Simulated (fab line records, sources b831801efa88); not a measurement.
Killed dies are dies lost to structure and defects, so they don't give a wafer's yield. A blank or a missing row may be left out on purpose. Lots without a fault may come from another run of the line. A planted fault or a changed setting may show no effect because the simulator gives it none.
A struck lot beside a sound one | flow sfq_line | 14 steps out of a route of 325
Sound: wafers L554.1, L554.2, L554.6. Struck: wafers L573.1, L573.6. The cause comes at the end.
At each step with rows: each side's tool, then ch and its chambers, then its first start. Under that, the readings that differ: sound wafers | struck wafers | difference of the means | sigmas: that difference in standard deviations of wafers without a fault.
alike: readings whose means differ by less than 2 such deviations, and words and numbers that are the same on both sides. not compared: withheld readings, readings that some wafer has no value for, bounds like >300 that may hide the same value, and numbers for which the record gives no deviation and whose values overlap.
The two part at a step that has a row with sigmas, a row that says differs or no value, or rows on one side only. Numbers that don't overlap but have no deviation are shown without sigmas and don't part them. A reading that every wafer of one side lacks parts them only if that side has two wafers or more.

first, 1 step without rows for these wafers: SFQ_TRILAYER_M2_STRIP_SOLV_CLEAN_062 (cleans in NMP, time 600 s).
SFQ_TRILAYER_I2_DEP_PECVD_063: deposits SiO2 from SiH4/N2O, time 111.11 s, target thk 500 nm.
  sound on pecvd-02 ch 0,1,2, day 20 15:52; struck on pecvd-01 ch 0,1, day 27 22:47
  alike: heater_power_w, throttle_valve_pct
  not compared: since_wet_clean_h
SFQ_TRILAYER_I2_CMP_CMP_064: polishes SiO2.
  sound on cmp-01 ch 0,2,3, day 20 17:28; struck on cmp-01 ch 2,3, day 28 13:54
  reading                | sound       | struck  | difference | sigmas
  time_to_endpoint_s (s) | 205 212 212 | 219 232 | +16        | +2
  alike: motor_current_A
SFQ_I2_BOW_MEAS_917:
  sound on film_metro-01, day 20 20:28; struck on film_metro-04, day 28 16:54
  alike: I2_BOW
SFQ_TRILAYER_I2_METRO_MEASURE_065:
  sound on film_metro-01, day 20 20:35; struck on film_metro-04, day 28 17:01
  alike: thk_nm
then, 6 steps without rows for these wafers: SFQ_TRILAYER_I2_VIA_LITHO_COAT_072 (resist thk 62 nm); SFQ_TRILAYER_I2_VIA_LITHO_COAT_067 (resist thk 650 nm); SFQ_TRILAYER_I2_VIA_LITHO_SOFTBAKE_071; SFQ_TRILAYER_I2_VIA_LITHO_EXPOSE_068 (exposes mask I2, target cd 500 nm); SFQ_TRILAYER_I2_VIA_LITHO_PEB_070 (peb time 60 s); SFQ_TRILAYER_I2_VIA_LITHO_DEVELOP_069 (time 60 s).
-- the record jumps here: 6 days lie between the struck wafers' starts before and after --
SFQ_I2_OVL_MEAS_918:
  sound on overlay-01, day 27 07:36; struck on overlay-01, day 34 18:25
  reading     | sound    | struck | difference | sigmas
  I2_OVL (nm) | -8 -8 -5 | 7 2    | +12        | +2
SFQ_TRILAYER_I2_VIA_BARC_OPEN_VIA_ETCH_096: etches BARC in O2, target depth 125 nm, time 41.7 s.
  sound on rie_diel-04 ch 0,3, day 27 07:38; struck on rie_diel-03 ch 1,2, day 34 18:28
  reading          | sound          | struck    | difference | sigmas
  run_length_s (s) | 69.8 69.8 69.7 | 72.0 71.8 | +2.1       | +5
  alike: drypump_motor_current_A, oes_product_au
  not compared: rf_hours_counter_h
SFQ_TRILAYER_I2_VIA_ETCH_VIA_ETCH_070: etches SiO2 in CHF3, stops on Nb, target depth 260 nm.
  sound on rie_diel-04 ch 0,3, day 27 07:40; struck on rie_diel-03 ch 1,2, day 34 18:30
  alike: drypump_motor_current_A, oes_product_au

WHERE THEY PART
First at SFQ_TRILAYER_I2_CMP_CMP_064; last, within this record, at SFQ_TRILAYER_I2_VIA_BARC_OPEN_VIA_ETCH_096. Later steps at which nothing parts them and some readings are alike: SFQ_TRILAYER_I2_VIA_ETCH_VIA_ETCH_070.

WHY: what the simulator had put in
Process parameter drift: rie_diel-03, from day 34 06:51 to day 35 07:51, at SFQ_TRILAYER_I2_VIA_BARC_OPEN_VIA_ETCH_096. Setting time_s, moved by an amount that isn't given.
